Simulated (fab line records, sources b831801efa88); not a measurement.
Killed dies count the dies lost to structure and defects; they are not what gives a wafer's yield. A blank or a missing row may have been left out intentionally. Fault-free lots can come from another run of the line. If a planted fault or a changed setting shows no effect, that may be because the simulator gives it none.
Problem report, 8D (eight disciplines) form, completed by code ; flow gf180mcu ; the parts of the form that need people (team, actions taken, sign-off) are left out

1. WHAT WENT WRONG
Mean of wafer_temp_C_max at GF_SALICIDE_RTA_06: 439.8 across 6 wafers in 2 lots; on wafers with no fault it is 532.0 (standard deviation 0.74). So: -99 or more standard deviations from the usual mean.
The step: time 30 s.
Earliest sighting: wafer L278.3 on rtp anneal-01 at day 17 20:50. The record has a number at this step for 42 wafers belonging to 14 lots. By rule, "out" or "out of limits" means more than 4 standard deviations away from the usual mean. Any other wafer with a number is counted as sound.

2. WHAT THIS IS AND IS NOT
question;is;is not
which readings at this step;wafer_temp_C_max, lamp power pct;-
which lots;L278, L279;L271, L272, L274, L275, L281, L287, L288, L289, L291, L292, L293, L294
which wafers of those lots;all that have a number;-
read on which tools;rtp anneal-01;rtp anneal-02
when;from day 17 20:50;"up to then (12 sound wafers); but 24 sound wafers of L281, L287, L288, L289, L291, L292, L293, L294 came after"

3. WHAT RULES OUT EACH SUSPECT
Counting: a tool stays on the suspect list if, at a process step up to the reading, it processed all lots that are out and no sound lot following the first of them.
- rtp anneal-01 at GF_SALICIDE_RTA_06 (time 30 s): ruled out as a lasting fault. After its first lot that is out, L278 (day 17 20:50), sound lots L287, L288, L289, L291, L293 ran on it.
Left after counting: nothing in the record.

4. THE CAUSE (what the simulator had put in)
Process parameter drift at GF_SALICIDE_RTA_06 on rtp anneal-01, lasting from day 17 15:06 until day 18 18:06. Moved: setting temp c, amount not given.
Counting ruled it out, wrongly.

5. SEQUENCE OF EFFECTS, ordered by route
Rows list readings where the struck wafers' mean (over those with a number) sits beyond 3 standard deviations from the usual. Only readings for which the record gives a usual standard deviation are gone through. hours: the time from each lot's start at the first step in this table that gives one to its start at this step, as a median over the lots. sigmas: the change in usual standard deviations.
hours;step;reading;usual;on struck wafers;change;sigmas
0;GF_SALICIDE_RTA_06;lamp power pct;5.29 %;3.69;-1.60;-8.0
0;GF_SALICIDE_RTA_06;wafer_temp_C_max;532.0;439.8;-92.2;-99 or more
It contains these process steps:
- GF_SALICIDE_RTA_06: time 30 s.
At these later measuring or inspecting steps, every struck wafer for which the step has a row has a number for every such reading, and none has moved that far: GF_V2_THK_MEAS_01, GF_V3_BOW_MEAS_05.

6. HOW IT WOULD HAVE BEEN CAUGHT EARLIER
6 hours passed between the start of the fault at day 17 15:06 and the first reading out of limits in this record, taken at day 17 20:50.
